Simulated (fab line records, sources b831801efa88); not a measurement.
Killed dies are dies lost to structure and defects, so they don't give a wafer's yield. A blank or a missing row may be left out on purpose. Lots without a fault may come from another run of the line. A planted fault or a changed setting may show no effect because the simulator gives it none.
Tool commonality check | flow gf180mcu | 14 lots, 51 wafers sampled

WHY IT WAS OPENED
At GF_PSD_RS_MEAS_14 the reading NSD_RS is flagged on 3 of 14 lots. Wafers without a fault read 46.20 ohm/sq, standard deviation 0.086.
Rule: a lot is flagged when every wafer of it that has a number lies more than 4 standard deviations from that mean, or none has a number. The other lots count as sound.

lot  | measured     | on            | NSD_RS (ohm/sq), wafer by wafer     | flag
L685 | day 14 12:55 | film_metro-02 | 46.05 46.12 46.12                   |
L686 | day 14 21:22 | film_metro-02 | 46.18 46.25 46.12                   |
L687 | day 15 09:27 | film_metro-01 | 46.28 46.34 46.23                   |
L688 | day 15 17:41 | film_metro-02 | 46.20 46.28 46.17                   |
L689 | day 15 23:50 | film_metro-03 | 39.84 39.96 39.94 39.97 39.88 39.78 | FLAGGED
L690 | day 16 06:28 | film_metro-01 | 40.06 40.00 39.98 39.99 39.96 39.94 | FLAGGED
L693 | day 17 08:25 | film_metro-02 | 39.91 39.87 39.82 39.79 39.83 39.75 | FLAGGED
L698 | day 19 04:46 | film_metro-02 | 46.15 46.19 46.24                   |
L700 | day 19 23:28 | film_metro-01 | 46.26 46.27 46.23                   |
L701 | day 20 07:22 | film_metro-01 | 46.25 46.21 46.27                   |
L702 | day 20 20:58 | film_metro-02 | 46.16 46.18 46.14                   |
L703 | day 20 22:25 | film_metro-01 | 46.39 46.28 46.28                   |
L704 | day 21 05:12 | film_metro-02 | 46.26 46.21 46.23                   |
L705 | day 21 15:50 | film_metro-01 | 46.21 46.29 46.24                   |
The numbers of the flagged lots are 39.90 ohm/sq on average: -6.30 ohm/sq against the usual, or -73 standard deviations.

WHICH TOOL RAN EACH LOT
The record holds 2 process steps before the reading, out of a route of 602 steps. In each cell: the tool, then ch and the chambers that the sampled wafers went through, then the start.
lot  | flag    | GF_HV_LDD_STRIP_22                   | GF_PSD_RTA_13
L685 |         | plasma_asher-03 ch 0,1, day 11 00:47 | rtp_anneal-01 ch 0, day 14 12:49
L686 |         | plasma_asher-03 ch 0, day 11 08:13   | rtp_anneal-02 ch 0, day 14 21:17
L687 |         | plasma_asher-02 ch 0,1, day 11 18:44 | rtp_anneal-01 ch 0, day 15 09:22
L688 |         | plasma_asher-04 ch 0,1, day 12 01:47 | rtp_anneal-01 ch 0, day 15 17:35
L689 | FLAGGED | plasma_asher-03 ch 0, day 12 09:08   | rtp_anneal-01 ch 0, day 15 23:44
L690 | FLAGGED | plasma_asher-03 ch 0,1, day 12 13:44 | rtp_anneal-01 ch 0, day 16 06:23
L693 | FLAGGED | plasma_asher-04 ch 0,1, day 13 13:33 | rtp_anneal-01 ch 0, day 17 08:20
L698 |         | plasma_asher-04 ch 0,1, day 15 04:58 | rtp_anneal-02 ch 0, day 19 04:41
L700 |         | plasma_asher-03 ch 0,1, day 15 21:19 | rtp_anneal-01 ch 0, day 19 23:22
L701 |         | plasma_asher-03 ch 0,1, day 16 04:35 | rtp_anneal-02 ch 0, day 20 07:14
L702 |         | plasma_asher-02 ch 1, day 16 17:19   | rtp_anneal-01 ch 0, day 20 20:52
L703 |         | plasma_asher-02 ch 1, day 16 18:11   | rtp_anneal-02 ch 0, day 20 22:20
L704 |         | plasma_asher-03 ch 0,1, day 17 01:01 | rtp_anneal-01 ch 0, day 21 05:07
L705 |         | plasma_asher-03 ch 0,1, day 17 10:20 | rtp_anneal-01 ch 0, day 21 15:45
What these steps do:
- GF_HV_LDD_STRIP_22: strips in O2/N2.
- GF_PSD_RTA_13: time 20 s.
- GF_PSD_RS_MEAS_14: measures by four-point-probe.

FLAGGED OVER TOTAL, TOOL BY TOOL (the gauges that took the reading come last)
step               | tool            | lots run | flagged | share of the flagged lots | sound lots run after its first flagged lot
GF_HV_LDD_STRIP_22 | plasma_asher-02 | 3        | 0       | none                      | -
GF_HV_LDD_STRIP_22 | plasma_asher-03 | 8        | 2       | some                      | 4 (L700,L701,L704,L705)
GF_HV_LDD_STRIP_22 | plasma_asher-04 | 3        | 1       | some                      | 1 (L698)
GF_PSD_RTA_13      | rtp_anneal-01   | 10       | 3       | all                       | 4 (L700,L702,L704,L705)
GF_PSD_RTA_13      | rtp_anneal-02   | 4        | 0       | none                      | -
GF_PSD_RS_MEAS_14  | film_metro-01   | 6        | 1       | some                      | 4 (L700,L701,L703,L705)
GF_PSD_RS_MEAS_14  | film_metro-02   | 7        | 1       | some                      | 3 (L698,L702,L704)
GF_PSD_RS_MEAS_14  | film_metro-03   | 1        | 1       | some                      | 0

WHAT THE TABLE ALLOWS
1 row of the table ran every flagged lot: rtp_anneal-01 at GF_PSD_RTA_13.
- rtp_anneal-01 at GF_PSD_RTA_13: 3 of its 10 lots flagged. Sound lots ran on it after the first flagged one (L700, L702, L704, L705), which a lasting fault on the whole tool wouldn't allow. Its own readings lie more than 4 standard deviations out on every wafer of the flagged lots: wafer_temp_C_max.
No row of the table ran every flagged lot and no sound lot after the first.

WHAT THE SIMULATOR HAD PUT IN
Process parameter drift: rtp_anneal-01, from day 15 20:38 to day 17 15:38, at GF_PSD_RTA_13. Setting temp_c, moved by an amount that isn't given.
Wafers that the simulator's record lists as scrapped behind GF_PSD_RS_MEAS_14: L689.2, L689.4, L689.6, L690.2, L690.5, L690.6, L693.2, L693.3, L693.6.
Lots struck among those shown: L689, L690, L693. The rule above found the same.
